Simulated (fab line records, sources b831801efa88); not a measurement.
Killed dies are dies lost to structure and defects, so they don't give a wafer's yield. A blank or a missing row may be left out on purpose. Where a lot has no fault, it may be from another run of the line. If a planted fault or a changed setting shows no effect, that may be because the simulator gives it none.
Comparing a struck lot with a sound one / flow sky130 / 15 steps out of a route of 708
Sound: the wafers L341.3, L341.5, L341.6. Wafers L349.1, L349.3, L349.4 were the ones struck. Last of all comes the cause.
Per side, at each step with rows, come the tool, then ch with its chambers, and then its first start. Under that, the readings that differ: sound wafers / struck wafers / difference of the means / sigmas: that difference in standard deviations of wafers without a fault.
alike: a reading whose means differ by less than 2 such deviations, as well as words and numbers matching on both sides. not compared: withheld readings; readings where some wafer has no value; bounds like >300 that might hide an equal value; numbers whose values overlap and for which the record gives no deviation.
The two part at a step that has a row with sigmas, a row that says differs or no value, or rows on one side only. When numbers do not overlap yet have no deviation, they are printed without sigmas and do not part them. Lack of a reading on every wafer of one side parts them only where that side has two or more wafers.

SKY_VIA3_BOW_MEAS_03:
  struck on film_metro-01, day 44 09:11; sound on film_metro-04, day 42 08:59
  alike: VIA3_BOW
then, 8 steps without rows for these wafers: SKY_VIA3_DEHYDRATE_04 (time 60 s); SKY_VIA3_HMDS_05 (prime time 60 s); SKY_VIA3_COAT_06 (resist thk 60 nm); SKY_VIA3_COAT_07 (resist thk 450 nm); SKY_VIA3_SOFTBAKE_08 (time 90 s); SKY_VIA3_EXPOSE_09 (exposes mask VIM3, target cd 200 nm); SKY_VIA3_PEB_10; SKY_VIA3_DEVELOP_11 (develop time 60 s).
SKY_VIA3_CD_MEAS_12: the cd target is 200 nm.
  struck on cd_sem-01, day 45 07:13; sound on cd_sem-01, day 43 08:43
  alike: cd_nm
SKY_VIA3_OVL_MEAS_13:
  struck on overlay-02, day 45 07:20; sound on overlay-02, day 43 08:48
  alike: VIA3_OVL
SKY_VIA3_ETCH_14: etches BARC in N2/H2, stops on SiO2, time 45.9 s, target depth 60 nm.
  sound on rie_diel-03 ch 0,1, day 43 08:49; struck on rie_diel-03 ch 0,1,3, day 45 07:22
  alike: bias_w, chamber_pressure_mTorr, drypump_motor_current_A, oes_product_au, rf_fwd_power_W, throttle_valve_pct
  not compared: rf_hours_counter_h
SKY_VIA3_ETCH_15: etches SiO2 in C4F8/O2/Ar, stops on TiN, target depth 507 nm, time 78 s.
  sound on rie_diel-03 ch 0,1, day 43 08:52; struck on rie_diel-03 ch 0,1,3, day 45 07:25
  no value came back on the struck wafers for bias_w (W), chamber_pressure_mTorr (mTorr), oes_product_au (a.u.), rf_fwd_power_W (W); on the sound wafers bias_w (W) reads 1198 1202 1198
reading=model.KrF-thick_of_VIA3_COAT_07.thk_nm (nm); sound=288.4 287.3 289.2; struck=391.6 393.9 393.7; difference=+104.8; sigmas=
  not compared: rf_hours_counter_h
SKY_VIA3_STRIP_16: strips in O2/N2.
  sound on plasma_asher-04 ch 0,1, day 43 08:58; struck on plasma_asher-04 ch 0,1, day 45 07:28
reading=oes_product_au (a.u.); sound=0.399 0.402 0.405; struck=0.449 0.450 0.444; difference=+0.046; sigmas=+9
reading=strip_time_to_endpoint_s (s); sound=4.088 4.090 4.097; struck=5.193 5.222 5.197; difference=+1.112; sigmas=+44
  alike: drypump_motor_current_A
  not compared: rf_hours_counter_h
then, 1 step without rows for these wafers: SKY_VIA3_STRIP_17 (strips in post etch residue remover, time 1200 s).

== WHERE THEY PART ==
At SKY_VIA3_ETCH_15 first; at SKY_VIA3_STRIP_16 last (within this record only).

WHY: what had been put in by the simulator
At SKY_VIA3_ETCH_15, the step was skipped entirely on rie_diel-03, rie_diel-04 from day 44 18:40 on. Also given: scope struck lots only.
